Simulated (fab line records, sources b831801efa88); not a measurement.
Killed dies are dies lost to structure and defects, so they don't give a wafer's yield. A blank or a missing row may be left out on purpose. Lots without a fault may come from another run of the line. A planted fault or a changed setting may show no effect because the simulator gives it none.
Which tool did it? | flow sky130 | 12 lots, 36 wafers sampled, at 4 steps of a route of 708

WHAT THE GAUGES READ, wafer by wafer
SKY_SD_P_TW_MEAS_11.
lot  | measured     | on            | SD_P_TW
L646 | day 25 22:50 | film_metro-01 | 2853 2851 2865
L648 | day 26 16:20 | film_metro-01 | 2864 2860 2861
L649 | day 26 22:50 | film_metro-01 | 2858 2875 2853
L650 | day 27 12:43 | film_metro-01 | 2845 2844 2838
L651 | day 28 01:17 | film_metro-03 | 2821 2825 2845
L652 | day 28 11:05 | film_metro-01 | 2879 2877 2874
L657 | day 29 23:07 | film_metro-03 | 2816 2804 2821
L662 | day 31 16:29 | film_metro-02 | 2837 2828 2793
L663 | day 32 01:31 | film_metro-01 | 2869 2852 2857
L665 | day 32 14:49 | film_metro-03 | 2848 2831 2825
L667 | day 33 08:40 | film_metro-01 | 2862 2890 2872
L668 | day 33 12:31 | film_metro-03 | 2822 2805 2802

SKY_SD_N_TW_MEAS_12.
lot  | measured     | on            | SD_N_TW
L646 | day 28 09:26 | film_metro-03 | 3988 3995 4006
L648 | day 29 02:56 | film_metro-03 | 4006 3989 3994
L649 | day 29 10:17 | film_metro-02 | 3969 3960 3967
L650 | day 29 23:34 | film_metro-02 | 3977 3991 3989
L651 | day 30 15:29 | film_metro-02 | 3946 3938 3950
L652 | day 30 20:53 | film_metro-03 | 3964 3992 4015
L657 | day 32 06:46 | film_metro-01 | 4039 4037 4032
L662 | day 33 23:43 | film_metro-01 | 4026 4042 4045
L663 | day 34 08:16 | film_metro-03 | 3921 3928 3938
L665 | day 34 20:37 | film_metro-03 | 3968 3966 3953
L667 | day 35 14:49 | film_metro-02 | 3983 3991 3979
L668 | day 35 17:59 | film_metro-02 | 3984 3983 3956

SKY_LI_CONTACT_CD_MEAS_12: target cd 170 nm.
lot  | measured     | on        | cd_nm (nm)
L646 | day 29 15:29 | cd_sem-01 | 171.8 170.7 171.8
L648 | day 30 08:45 | cd_sem-01 | 169.1 169.1 169.4
L649 | day 30 15:11 | cd_sem-01 | 171.0 170.0 171.0
L650 | day 31 03:22 | cd_sem-02 | 169.1 169.9 168.1
L651 | day 31 20:48 | cd_sem-02 | 169.2 170.3 169.3
L652 | day 32 02:14 | cd_sem-02 | 135.7 136.7 136.8 135.7 136.2 136.5
L657 | day 33 11:01 | cd_sem-01 | 167.7 168.2 168.3
L662 | day 35 03:02 | cd_sem-02 | 169.5 169.8 169.8
L663 | day 35 11:31 | cd_sem-02 | 169.2 169.6 167.9
L665 | day 35 23:55 | cd_sem-01 | 171.9 171.5 171.3
L667 | day 36 17:52 | cd_sem-01 | 170.2 170.4 170.9
L668 | day 36 21:28 | cd_sem-01 | 172.3 173.2 174.2

WHICH TOOL RAN EACH LOT (tool, then ch and the chambers of the sampled wafers, then the start)
lot  | SKY_LI_CONTACT_EXPOSE_09
L646 | krf_scanner-01 ch 0, day 29 01:23
L648 | krf_scanner-01 ch 0, day 29 19:01
L649 | krf_scanner-01 ch 0, day 30 01:50
L650 | krf_scanner-02 ch 0, day 30 14:26
L651 | krf_scanner-02 ch 0, day 31 05:57
L652 | krf_scanner-02 ch 0, day 31 11:59
L657 | krf_scanner-02 ch 0, day 32 22:05
L662 | krf_scanner-02 ch 0, day 34 14:08
L663 | krf_scanner-02 ch 0, day 34 22:37
L665 | krf_scanner-02 ch 0, day 35 11:22
L667 | krf_scanner-02 ch 0, day 36 04:28
L668 | krf_scanner-02 ch 0, day 36 08:22
- SKY_LI_CONTACT_EXPOSE_09: exposes mask LICM1, target cd 170 nm.

WHAT THE TOOLS THEMSELVES READ (means of the sampled wafers that have a number; where no wafer has one, the mark that the record gives instead)
SKY_LI_CONTACT_EXPOSE_09.
lot  | tool           | stage_vel_mm_s (mm/s)
L646 | krf_scanner-01 | 500.02
L648 | krf_scanner-01 | 499.88
L649 | krf_scanner-01 | 500.22
L650 | krf_scanner-02 | 500.17
L651 | krf_scanner-02 | 499.75
L652 | krf_scanner-02 | 500.26
L657 | krf_scanner-02 | 500.09
L662 | krf_scanner-02 | 500.28
L663 | krf_scanner-02 | 500.07
L665 | krf_scanner-02 | 500.06
L667 | krf_scanner-02 | 500.00
L668 | krf_scanner-02 | 500.07

THE ANSWER, worked out from the rows above alone
Rule: what is usual is taken from the lots themselves. Put in order of their means at a reading, lots are off if they are a third of the lots or fewer, leave a main group of 4 or more, and stand apart from it by a gap of 3 or more times the standard deviation of the main group's means; of several such gaps the widest counts. A main group whose means are all the same, to the digits that the tables above print for the reading, isn't used. A lot without any number at a reading at which 4 lots or more have one is off too. The other lots that the step has rows for count as sound. The gauges are gone through in route order, then the tools' own readings, and for those a lot's mean is taken as printed above. The first step at which some lot is off is used, and at that step the reading that is off furthest; a lot without a number counts as furthest.
Off: L652, at SKY_LI_CONTACT_CD_MEAS_12 (cd_nm). The main group: mean 170.2 nm, standard deviation 1.4.
A tool fits if, at a process step before that reading, it ran every lot that is off, and no sound lot after the first of them. The gauges at SKY_LI_CONTACT_CD_MEAS_12 are tried like those tools. None of those tried fits.

WHAT THE SIMULATOR HAD PUT IN
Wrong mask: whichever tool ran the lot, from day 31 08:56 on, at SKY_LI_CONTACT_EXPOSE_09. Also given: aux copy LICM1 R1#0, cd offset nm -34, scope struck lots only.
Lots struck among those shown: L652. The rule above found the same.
